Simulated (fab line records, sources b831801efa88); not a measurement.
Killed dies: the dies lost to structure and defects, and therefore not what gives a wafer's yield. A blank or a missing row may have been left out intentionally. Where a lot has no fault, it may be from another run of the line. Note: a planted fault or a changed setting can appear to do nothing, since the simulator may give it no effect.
fab line records	flow sky130
[record] lots = 24	wafers = 72	last_day = 50
route steps=708 shown METAL1@453 VIA1@471 VIA2@522 METAL3@569 PASSIVATION@684
lots untouched by any fault: they come from a run of this same line in which no faults occurred
start_h: the number of hours between the record's first day and the start of the first shown wafer of the lot	wait_h: hours from the lot's prior step to this one	" identical to the entry in the row above	L1.1+2: several wafers, shown together as one row	- either no value or no given start	* or withheld: withheld	< > ~ a bound
route shown NAME@n: a module of which the file shows steps, and the number in the route of the first	usual: mean/standard deviation taken from wafers without a fault	same: alike in all rows	chamber/n: place in a boat	sites: readings site by site	_std_site: standard deviation of those values	_edge_site: inner sites' mean taken away from outer sites' mean	radius_mm: how far each site lies from the wafer's centre	mask NAME#n: copy n	behind: tool/chamber where the wafer was last shaped	hold: why the lot was held/for how many hours/how that ended	device: the n, p or np transistor that did not switch	end of line: the tests these same wafers got at the end of their route	a step with no rows: only its recipe	killed: count of dies lost to structure and defects at first sort (not the wafer's yield)	map: a wafer's dies, x killed, . not, _ none there
set.NAME: the setting as run; set.NAME@STEP: as run at that earlier step	model.NAME: the simulator's own value behind a step, which no gauge read
the route's steps for a sample of lots (tables are steps, rows are wafers)
services: from which hour (start_h, from the record's first day; less than 0 if before it) a tool's chamber was out of use, for how many hours, and why
[[steps]]
[step SKY_METAL1_METAL_ETCH_19]
[recipe] target_depth_a = 3600	stop_on = SiO2	over_etch_frac = 0.3	time_s = 78	chemistry = Cl2/BCl3	resist_sidewall_deg = 88	pressure_mtorr = 10	icp_w = 900	bias_w = 48.5	Cl2_flow_sccm = 60	bcl3_flow_sccm = 30
[usual] drypump_motor_current_A = 6.0/0.37	oes_product_au = 0.856/0.0049	throttle_valve_pct = 22.264/0.0094
lot.wafer	tool	chamber	start_h	wait_h	drypump_motor_current_A	oes_product_au	rf_hours_counter_h	throttle_valve_pct
L074.2	rie_metal-03	1	770.76	0.0	5.4	0.864	13	22.256
L074.4	"	1	"	"	5.4	0.862	-	22.265
L074.6	"	1	"	"	5.4	0.850	-	22.258
L075.1	rie_metal-02	0	772.32	0.0	6.2	0.861	5	22.272
L075.2	"	1	"	"	5.5	0.857	8	22.276
L075.4	"	1	"	"	5.5	0.853	-	22.269
L076.2	rie_metal-02	0	775.71	0.0	6.2	0.860	5	22.270
L076.3	"	0	"	"	6.2	0.860	-	22.265
L076.4	"	1	"	"	5.5	0.858	-	22.264
L077.2	rie_metal-01	0	787.32	0.0	6.4	0.860	15	22.253
L077.4	"	0	"	"	6.4	0.852	-	22.261
L077.6	"	1	"	"	6.2	0.865	-	22.271
L078.1	rie_metal-02	1	793.82	0.0	5.5	0.852	9	22.265
L078.5	"	1	"	"	5.5	0.855	-	22.262
L078.6	"	0	"	"	6.2	0.854	-	22.255
L079.4	rie_metal-02	1	801.30	0.1	5.5	0.855	-	22.246
L079.5	"	0	"	"	6.2	0.860	-	22.269
L079.6	"	1	"	"	5.5	0.861	-	22.278
L080.1	rie_metal-02	0	807.01	0.0	6.2	0.856	6	22.270
L080.2	"	1	"	"	5.5	0.853	10	22.258
L080.5	"	0	"	"	6.2	0.862	-	22.249
L081.2	rie_metal-01	1	817.18	0.1	6.2	0.854	-	22.257
L081.4	"	1	"	"	6.2	0.859	-	22.282
L081.6	"	1	"	"	6.2	0.858	-	22.273
L082.1	rie_metal-01	1	825.40	0.1	6.2	0.852	15	22.263
L082.4	"	1	"	"	6.2	0.857	-	22.273
L082.6	"	1	"	"	6.2	0.857	-	22.269
L083.4	rie_metal-01	1	839.29	0.1	6.2	0.865	-	22.263
L083.5	"	0	"	"	6.4	0.855	-	22.278
L083.6	"	1	"	"	6.2	0.859	-	22.270
L084.2	rie_metal-02	1	839.77	0.0	5.5	0.860	11	22.276
L084.4	"	0	"	"	6.2	0.857	-	22.270
L084.6	"	1	"	"	5.5	0.860	-	22.259
L085.2	rie_metal-01	0	850.48	0.2	6.4	0.853	-	22.280
L085.5	"	0	"	"	6.4	0.846	-	22.274
L085.6	"	0	"	"	6.4	0.856	-	22.275
L086.2	rie_metal-02	1	856.16	0.0	5.5	0.861	12	22.254
L086.4	"	1	"	"	5.5	0.859	-	22.253
L086.6	"	0	"	"	6.2	0.853	-	22.266
L087.2	rie_metal-02	1	888.36	0.0	5.5	0.851	13	22.269
L087.4	"	1	"	"	5.5	0.852	-	22.273
L087.5	"	0	"	"	6.2	0.853	-	22.269
L088.1	rie_metal-01	1	889.61	0.0	6.2	0.856	1	22.248
L088.3	"	0	"	"	6.4	0.861	-	22.272
L088.4	"	1	"	"	6.2	0.862	-	22.271
L089.2	rie_metal-03	0	889.71	0.0	5.6	0.851	5	22.252
L089.3	"	0	"	"	5.6	0.859	-	22.262
L089.4	"	1	"	"	5.4	0.856	-	22.253
L090.1	rie_metal-02	0	890.56	0.0	6.2	0.857	10	22.256
L090.4	"	1	"	"	5.5	0.864	-	22.282
L090.6	"	0	"	"	6.2	0.861	-	22.279
L091.2	rie_metal-01	1	891.26	0.0	6.2	0.849	1	22.264
L091.3	"	1	"	"	6.2	0.861	-	22.264
L091.6	"	1	"	"	6.2	0.861	-	22.261
L092.1	rie_metal-02	1	893.47	0.0	5.6	0.856	13	22.268
L092.3	"	1	"	"	5.5	0.854	-	22.268
L092.4	"	0	"	"	6.2	0.856	-	22.274
L093.2	rie_metal-03	1	896.61	0.0	5.4	0.862	1	22.266
L093.5	"	1	"	"	5.4	0.859	-	22.264
L093.6	"	0	"	"	5.6	0.860	-	22.278
L094.1	rie_metal-01	1	906.42	0.0	6.2	0.856	2	22.261
L094.4	"	0	"	"	6.4	0.863	-	22.254
L094.6	"	0	"	"	6.4	0.857	-	22.258
L095.1	rie_metal-03	1	918.11	0.0	5.4	0.857	2	22.259
L095.2	"	0	"	"	5.5	0.856	6	22.258
L095.5	"	0	"	"	5.6	0.864	-	22.267
L096.2	rie_metal-02	1	929.26	0.0	5.5	0.846	15	22.239
L096.4	"	1	"	"	5.5	0.851	-	22.269
L096.5	"	0	"	"	6.2	0.853	-	22.271
L097.2	rie_metal-01	0	930.22	0.0	6.4	0.859	5	22.269
L097.4	"	1	"	"	6.2	0.864	-	22.261
L097.6	"	1	"	"	6.2	0.853	-	22.279
[step SKY_VIA1_OVL_MEAS_13]
[usual] VIA1_OVL = 0/4.5
lot.wafer	tool	chamber	start_h	wait_h	VIA1_OVL[nm]
L074.2	overlay-02	-	798.78	0.1	-4
L074.4	"	-	"	"	3
L074.6	"	-	"	"	8
L075.1	overlay-02	-	800.08	0.1	4
L075.2	"	-	"	"	-1
L075.4	"	-	"	"	0
L076.2	overlay-01	-	802.83	0.1	-1
L076.3	"	-	"	"	9
L076.4	"	-	"	"	0
L077.2	overlay-02	-	814.53	0.1	1
L077.4	"	-	"	"	1
L077.6	"	-	"	"	-2
L078.1	overlay-01	-	822.38	0.1	3
L078.5	"	-	"	"	1
L078.6	"	-	"	"	-5
L079.4	overlay-01	-	828.92	0.1	-3
L079.5	"	-	"	"	-5
L079.6	"	-	"	"	-6
L080.1	overlay-02	-	834.25	0.1	-3
L080.2	"	-	"	"	3
L080.5	"	-	"	"	5
L081.2	overlay-02	-	845.03	0.1	2
L081.4	"	-	"	"	2
L081.6	"	-	"	"	-9
L082.1	overlay-02	-	852.88	0.1	6
L082.4	"	-	"	"	4
L082.6	"	-	"	"	2
L083.4	overlay-02	-	867.52	0.1	-3
L083.5	"	-	"	"	1
L083.6	"	-	"	"	5
L084.2	overlay-01	-	867.53	0.1	8
L084.4	"	-	"	"	3
L084.6	"	-	"	"	3
L085.2	overlay-02	-	877.88	0.1	4
L085.5	"	-	"	"	1
L085.6	"	-	"	"	5
L086.2	overlay-01	-	883.33	0.1	3
L086.4	"	-	"	"	4
L086.6	"	-	"	"	5
L087.2	overlay-02	-	915.03	0.1	7
L087.4	"	-	"	"	3
L087.5	"	-	"	"	7
L088.1	overlay-01	-	915.98	0.1	1
L088.3	"	-	"	"	-1
L088.4	"	-	"	"	2
L089.2	overlay-02	-	916.33	0.1	-3
L089.3	"	-	"	"	2
L089.4	"	-	"	"	5
L090.1	overlay-01	-	916.68	0.1	-6
L090.4	"	-	"	"	0
L090.6	"	-	"	"	-4
L091.2	overlay-01	-	917.03	0.1	-1
L091.3	"	-	"	"	-2
L091.6	"	-	"	"	-10
L092.1	overlay-02	-	919.78	0.1	2
L092.3	"	-	"	"	-1
L092.4	"	-	"	"	12
L093.2	overlay-01	-	923.03	0.1	3
L093.5	"	-	"	"	1
L093.6	"	-	"	"	2
L094.1	overlay-01	-	932.20	0.1	-8
L094.4	"	-	"	"	3
L094.6	"	-	"	"	-8
L095.1	overlay-02	-	944.53	0.1	7
L095.2	"	-	"	"	5
L095.5	"	-	"	"	7
L096.2	overlay-02	-	955.13	0.1	-8
L096.4	"	-	"	"	-8
L096.5	"	-	"	"	-12
L097.2	overlay-01	-	955.68	0.1	-4
L097.4	"	-	"	"	0
L097.6	"	-	"	"	-1
[step SKY_VIA2_ETCH_15]
[recipe] target = SiO2	chemistry = C4F8/O2/Ar	target_depth_nm = 546	stop_on = TiN	mask_material = KrF-thick	source_w = 1500	bias_w = 1200	pressure_mtorr = 40	c4f8_flow_sccm = withheld	O2_flow_sccm = 6	Ar_flow_sccm = 300	time_s = 84
[usual] oes_product_au = 0.939/0.0043
lot.wafer	tool	chamber	start_h	wait_h	oes_product_au	rf_hours_counter_h
L074.2	rie_diel-02	3	853.66	0.0	0.941	11
L074.4	"	0	"	"	0.941	1
L074.6	"	1	"	"	0.934	-
L075.1	rie_diel-03	2	856.46	0.0	0.941	11
L075.2	"	1	"	"	0.940	5
L075.4	"	3	"	"	0.931	20
L076.2	rie_diel-03	2	858.81	0.0	0.934	11
L076.3	"	0	"	"	0.945	6
L076.4	"	3	"	"	0.937	20
L077.2	rie_diel-03	0	870.48	0.0	0.944	7
L077.4	"	2	"	"	0.941	12
L077.6	"	0	"	"	0.943	-
L078.1	rie_diel-02	1	878.08	0.0	0.943	9
L078.5	"	3	"	"	0.939	-
L078.6	"	0	"	"	0.942	-
L079.4	rie_diel-02	1	884.68	0.0	0.936	9
L079.5	"	1	"	"	0.932	-
L079.6	"	0	"	"	0.939	-
L080.1	rie_diel-02	1	889.88	0.0	0.938	9
L080.2	"	3	"	"	0.939	12
L080.5	"	0	"	"	0.940	-
L081.2	rie_diel-03	0	900.46	0.0	0.936	7
L081.4	"	3	"	"	0.944	-
L081.6	"	0	"	"	0.931	-
L082.1	rie_diel-01	0	907.66	0.0	0.943	15
L082.4	"	2	"	"	0.944	11
L082.6	"	2	"	"	0.941	-
L083.4	rie_diel-02	2	920.53	0.0	0.939	22
L083.5	"	2	"	"	0.943	-
L083.6	"	3	"	"	0.939	-
L084.2	rie_diel-01	2	920.61	0.0	0.938	11
L084.4	"	1	"	"	0.944	11
L084.6	"	0	"	"	0.931	-
L085.2	rie_diel-02	2	931.61	0.0	0.934	22
L085.5	"	0	"	"	0.939	-
L085.6	"	3	"	"	0.944	-
L086.2	rie_diel-02	0	936.26	0.0	0.934	3
L086.4	"	3	"	"	0.936	-
L086.6	"	0	"	"	0.938	-
L087.2	rie_diel-02	3	967.31	0.0	0.934	14
L087.4	"	3	"	"	0.951	-
L087.5	"	2	"	"	0.941	-
L088.1	rie_diel-03	3	968.38	0.0	0.945	24
L088.3	"	0	"	"	0.943	9
L088.4	"	2	"	"	0.943	15
L089.2	rie_diel-02	3	968.73	0.0	0.932	15
L089.3	"	0	"	"	0.938	4
L089.4	"	3	"	"	0.940	-
L090.1	rie_diel-01	0	969.06	0.0	0.943	16
L090.4	"	1	"	"	0.937	12
L090.6	"	2	"	"	0.938	-
L091.2	rie_diel-03	3	969.41	0.0	0.929	24
L091.3	"	1	"	"	0.943	7
L091.6	"	3	"	"	0.935	-
L092.1	rie_diel-03	0	972.26	0.0	0.940	10
L092.3	"	2	"	"	0.942	15
L092.4	"	3	"	"	0.945	24
L093.2	rie_diel-02	2	974.91	0.0	0.941	1
L093.5	"	3	"	"	0.948	-
L093.6	"	0	"	"	0.941	-
L094.1	rie_diel-02	2	983.98	0.0	0.936	1
L094.4	"	1	"	"	0.940	11
L094.6	"	3	"	"	0.943	-
L095.1	rie_diel-01	0	996.76	0.0	0.936	17
L095.2	"	2	"	"	0.944	14
L095.5	"	2	"	"	0.940	-
L096.2	rie_diel-01	2	1004.91	0.0	0.947	14
L096.4	"	0	"	"	0.938	17
L096.5	"	0	"	"	0.941	-
L097.2	rie_diel-03	2	1006.86	0.0	0.940	16
L097.4	"	0	"	"	0.943	11
L097.6	"	1	"	"	0.946	-
[step SKY_VIA2_CVD_21]
[recipe] material = W	target_thk_nm = 420	time_s = 126.4	temp_c = 400	pressure_torr = 40
[usual] heater_power_w = 823/51
lot.wafer	tool	chamber	start_h	wait_h	heater_power_w
L074.2	cvd_w-02	0	854.39	0.0	884
L074.4	"	0	"	"	884
L074.6	"	0	"	"	888
L075.1	cvd_w-01	0	857.19	0.0	787
L075.2	"	1	"	"	833
L075.4	"	1	"	"	820
L076.2	cvd_w-02	1	859.53	0.0	793
L076.3	"	1	"	"	778
L076.4	"	0	"	"	854
L077.2	cvd_w-01	1	871.21	0.0	825
L077.4	"	1	"	"	819
L077.6	"	1	"	"	842
L078.1	cvd_w-01	1	878.80	0.0	818
L078.5	"	1	"	"	830
L078.6	"	0	"	"	784
L079.4	cvd_w-01	0	885.45	0.1	784
L079.5	"	0	"	"	777
L079.6	"	1	"	"	832
L080.1	cvd_w-02	1	890.59	0.0	800
L080.2	"	0	"	"	864
L080.5	"	1	"	"	814
L081.2	cvd_w-02	0	901.21	0.0	896
L081.4	"	0	"	"	843
L081.6	"	1	"	"	785
L082.1	cvd_w-01	0	908.41	0.0	764
L082.4	"	1	"	"	848
L082.6	"	1	"	"	840
L083.4	cvd_w-01	1	921.29	0.1	849
L083.5	"	0	"	"	796
L083.6	"	1	"	"	845
L084.2	cvd_w-02	1	921.33	0.0	782
L084.4	"	1	"	"	762
L084.6	"	0	"	"	898
L085.2	cvd_w-02	1	932.34	0.0	764
L085.5	"	0	"	"	916
L085.6	"	1	"	"	749
L086.2	cvd_w-02	1	936.98	0.0	766
L086.4	"	0	"	"	899
L086.6	"	0	"	"	889
L087.2	cvd_w-01	0	968.04	0.0	779
L087.4	"	1	"	"	860
L087.5	"	0	"	"	786
L088.1	cvd_w-01	0	969.10	0.0	783
L088.3	"	1	"	"	861
L088.4	"	0	"	"	782
L089.2	cvd_w-02	1	969.53	0.0	758
L089.3	"	1	"	"	763
L089.4	"	0	"	"	912
L090.1	cvd_w-01	0	969.77	0.0	779
L090.4	"	1	"	"	858
L090.6	"	1	"	"	839
L091.2	cvd_w-02	1	970.19	0.0	769
L091.3	"	1	"	"	774
L091.6	"	0	"	"	919
L092.1	cvd_w-01	1	973.07	0.0	859
L092.3	"	0	"	"	800
L092.4	"	1	"	"	826
L093.2	cvd_w-02	0	975.63	0.0	894
L093.5	"	0	"	"	917
L093.6	"	1	"	"	768
L094.1	cvd_w-02	1	984.75	0.0	770
L094.4	"	0	"	"	937
L094.6	"	0	"	"	895
L095.1	cvd_w-02	0	997.48	0.0	908
L095.2	"	1	"	"	759
L095.5	"	1	"	"	765
L096.2	cvd_w-01	0	1005.62	0.0	800
L096.4	"	0	"	"	771
L096.5	"	0	"	"	793
L097.2	cvd_w-01	1	1007.58	0.0	833
L097.4	"	1	"	"	852
L097.6	"	1	"	"	849
[step SKY_METAL3_STRIP_19]
[recipe] chemistry = O2/N2	power_w = 1400	pressure_mtorr = 1500	platen_temp_c = withheld	o2_flow_sccm = 3000	n2_flow_sccm = 300	overash_fraction = 0.5
[usual] drypump_motor_current_A = 5.7/0.57	oes_product_au = 0.504/0.0059	strip_time_to_endpoint_s = 6.59/0.073
lot.wafer	tool	chamber	start_h	wait_h	drypump_motor_current_A	oes_product_au	rf_hours_counter_h	strip_time_to_endpoint_s
L074.2	plasma_asher-02	1	908.24	0.1	6.4	0.501	16	6.49
L074.4	"	1	"	"	6.5	0.501	-	6.54
L074.6	"	1	"	"	6.5	0.503	-	6.54
L075.1	plasma_asher-01	1	910.87	0.1	5.2	0.505	109	6.54
L075.2	"	0	"	"	6.1	0.501	109	6.55
L075.4	"	0	"	"	6.1	0.504	-	6.46
L076.2	plasma_asher-03	0	913.61	0.1	5.2	0.501	81	6.54
L076.3	"	0	"	"	5.2	0.500	-	6.56
L076.4	"	1	"	"	6.3	0.505	-	6.60
L077.2	plasma_asher-02	1	923.29	0.1	6.4	0.509	18	6.62
L077.4	"	1	"	"	6.4	0.505	-	6.56
L077.6	"	1	"	"	6.5	0.504	-	6.57
L078.1	plasma_asher-02	0	930.64	0.1	5.1	0.503	19	6.58
L078.5	"	1	"	"	6.4	0.503	-	6.55
L078.6	"	0	"	"	5.1	0.510	-	6.63
L079.4	plasma_asher-01	0	937.85	0.1	6.1	0.500	-	6.52
L079.5	"	0	"	"	6.1	0.507	-	6.53
L079.6	"	1	"	"	5.2	0.510	-	6.66
L080.1	plasma_asher-03	0	941.89	0.1	5.2	0.503	84	6.69
L080.2	"	1	"	"	6.3	0.509	84	6.67
L080.5	"	0	"	"	5.2	0.510	-	6.74
L081.2	plasma_asher-01	0	951.79	0.1	6.1	0.502	113	6.55
L081.4	"	1	"	"	5.2	0.509	-	6.75
L081.6	"	0	"	"	6.1	0.515	-	6.61
L082.1	plasma_asher-03	1	959.39	0.1	6.3	0.517	86	6.69
L082.4	"	0	"	"	5.2	0.508	-	6.62
L082.6	"	0	"	"	5.2	0.514	-	6.74
L083.4	plasma_asher-03	1	971.95	0.1	6.3	0.506	-	6.56
L083.5	"	0	"	"	5.2	0.507	-	6.56
L083.6	"	1	"	"	6.3	0.499	-	6.62
L084.2	plasma_asher-01	0	972.19	0.1	6.1	0.515	116	6.65
L084.4	"	1	"	"	5.2	0.501	-	6.58
L084.6	"	0	"	"	6.1	0.492	-	6.45
L085.2	plasma_asher-03	1	982.66	0.1	6.3	0.499	89	6.47
L085.5	"	0	"	"	5.2	0.498	-	6.50
L085.6	"	1	"	"	6.3	0.504	-	6.48
L086.2	plasma_asher-01	0	986.06	0.1	6.1	0.506	118	6.58
L086.4	"	0	"	"	6.1	0.502	-	6.63
L086.6	"	1	"	"	5.2	0.506	-	6.59
L087.2	plasma_asher-01	0	1016.74	0.1	6.1	0.503	121	6.62
L087.4	"	1	"	"	5.2	0.510	-	6.55
L087.5	"	1	"	"	5.2	0.510	-	6.65
L088.1	plasma_asher-02	0	1018.69	0.1	5.1	0.501	22	6.64
L088.3	"	0	"	"	5.1	0.500	-	6.64
L088.4	"	1	"	"	6.4	0.502	-	6.56
L089.2	plasma_asher-03	1	1019.11	0.1	6.3	0.508	93	6.59
L089.3	"	0	"	"	5.2	0.504	-	6.49
L089.4	"	1	"	"	6.3	0.505	-	6.60
L090.1	plasma_asher-02	0	1019.34	0.1	5.1	0.485	22	6.40
L090.4	"	0	"	"	5.1	0.495	-	6.45
L090.6	"	0	"	"	5.1	0.494	-	6.48
L091.2	plasma_asher-01	1	1019.69	0.1	5.2	0.497	122	6.54
L091.3	"	0	"	"	6.1	0.500	-	6.65
L091.6	"	0	"	"	6.1	0.511	-	6.67
L092.1	plasma_asher-02	0	1021.26	0.1	5.1	0.506	22	6.51
L092.3	"	0	"	"	5.1	0.491	-	6.49
L092.4	"	1	"	"	6.4	0.506	-	6.56
L093.2	plasma_asher-03	1	1024.59	0.1	6.3	0.507	94	6.60
L093.5	"	0	"	"	5.2	0.496	-	6.48
L093.6	"	1	"	"	6.3	0.498	-	6.55
L094.1	plasma_asher-02	0	1033.34	0.1	5.1	0.501	23	6.54
L094.4	"	0	"	"	5.1	0.503	-	6.60
L094.6	"	0	"	"	5.1	0.497	-	6.56
L095.1	plasma_asher-02	1	1045.86	0.1	6.5	0.510	25	6.76
L095.2	"	0	"	"	5.1	0.511	25	6.70
L095.5	"	1	"	"	6.5	0.508	-	6.69
L096.2	plasma_asher-03	0	1053.99	0.1	5.2	0.508	97	6.59
L096.4	"	0	"	"	5.2	0.499	-	6.59
L096.5	"	1	"	"	6.3	0.509	-	6.64
L097.2	plasma_asher-02	1	1054.67	0.2	6.4	0.501	26	6.55
L097.4	"	1	"	"	6.4	0.505	-	6.57
L097.6	"	1	"	"	6.4	0.502	-	6.54
[step SKY_PASSIVATION_THK_MEAS_03]
[recipe] reads = Si3N4_of_PASSIVATION_CVD_02
[usual] PASSIVATION_CVD_02_THK = 541/5.5
lot.wafer	tool	chamber	start_h	wait_h	PASSIVATION_CVD_02_THK[nm]
L074.2	film_metro-04	-	1035.61	-	537
L074.4	"	-	"	"	546
L074.6	"	-	"	"	543
L075.1	film_metro-01	-	1039.27	-	536
L075.2	"	-	"	"	537
L075.4	"	-	"	"	542
L076.2	film_metro-03	-	1041.33	-	537
L076.3	"	-	"	"	530
L076.4	"	-	"	"	543
L077.2	film_metro-01	-	1050.47	-	539
L077.4	"	-	"	"	540
L077.6	"	-	"	"	548
L078.1	film_metro-03	-	1056.20	-	542
L078.5	"	-	"	"	558
L078.6	"	-	"	"	544
L079.4	film_metro-03	-	1063.85	-	545
L079.5	"	-	"	"	553
L079.6	"	-	"	"	544
L080.1	film_metro-04	-	1066.61	-	534
L080.2	"	-	"	"	541
L080.5	"	-	"	"	545
L081.2	film_metro-04	-	1074.36	-	534
L081.4	"	-	"	"	544
L081.6	"	-	"	"	550
L082.1	film_metro-03	-	1080.67	-	537
L082.4	"	-	"	"	547
L082.6	"	-	"	"	534
L083.4	film_metro-01	-	1092.34	-	541
L083.5	"	-	"	"	535
L083.6	"	-	"	"	535
L084.2	film_metro-01	-	1093.67	-	544
L084.4	"	-	"	"	542
L084.6	"	-	"	"	549
L085.2	film_metro-04	-	1101.20	-	540
L085.5	"	-	"	"	548
L085.6	"	-	"	"	546
L086.2	film_metro-01	-	1103.52	-	540
L086.4	"	-	"	"	545
L086.6	"	-	"	"	550
L087.2	film_metro-01	-	1129.35	-	539
L087.4	"	-	"	"	544
L087.5	"	-	"	"	548
L088.1	film_metro-03	-	1131.06	-	544
L088.3	"	-	"	"	535
L088.4	"	-	"	"	550
L089.2	film_metro-04	-	1132.03	-	537
L089.3	"	-	"	"	529
L089.4	"	-	"	"	539
L090.1	film_metro-01	-	1133.22	-	530
L090.4	"	-	"	"	540
L090.6	"	-	"	"	541
L091.2	film_metro-03	-	1133.45	-	535
L091.3	"	-	"	"	534
L091.6	"	-	"	"	542
L092.1	film_metro-03	-	1135.17	-	540
L092.3	"	-	"	"	544
L092.4	"	-	"	"	555
L093.2	film_metro-03	-	1137.68	-	541
L093.5	"	-	"	"	548
L093.6	"	-	"	"	538
L094.1	film_metro-04	-	1143.38	-	536
L094.4	"	-	"	"	540
L094.6	"	-	"	"	547
L095.1	film_metro-03	-	1154.97	-	542
L095.2	"	-	"	"	536
L095.5	"	-	"	"	551
L097.2	film_metro-01	-	1162.20	-	539
L097.4	"	-	"	"	541
L097.6	"	-	"	"	543
L096.2	film_metro-04	-	1162.31	-	543
L096.4	"	-	"	"	541
L096.5	"	-	"	"	539
[[services]]
tool	chamber	start_h	hours	kind
rie_diel-03	-	756.25	0.6	repair
rie_diel-02	-	766.01	2.8	pm
rie_diel-02	3	779.24	21.8	repair
plasma_asher-03	-	784.93	2.4	repair
rie_diel-02	1	786.98	3.2	repair
rie_diel-02	1	837.53	7.4	repair
cvd_w-01	-	882.08	0.3	repair
cvd_w-02	-	892.70	6.0	pm
rie_diel-03	1	892.73	11.7	repair
rie_metal-02	0	893.96	8.7	repair
cvd_w-02	-	904.00	14.0	pm
cvd_w-01	-	918.00	2.8	pm
rie_metal-02	-	921.21	2.8	pm
rie_diel-02	2	935.33	3.2	repair
rie_diel-03	1	937.90	12.2	repair
cvd_w-01	1	942.03	17.0	repair
plasma_asher-02	-	947.82	1.1	repair
plasma_asher-02	-	951.98	23.5	repair
rie_diel-02	1	963.45	19.8	repair
rie_diel-01	3	970.75	6.0	repair
cvd_w-01	1	974.22	23.6	repair
rie_diel-03	3	974.65	4.4	repair
plasma_asher-02	-	975.45	28.1	pm
rie_metal-01	0	977.27	4.6	repair
[[key]]
fault none
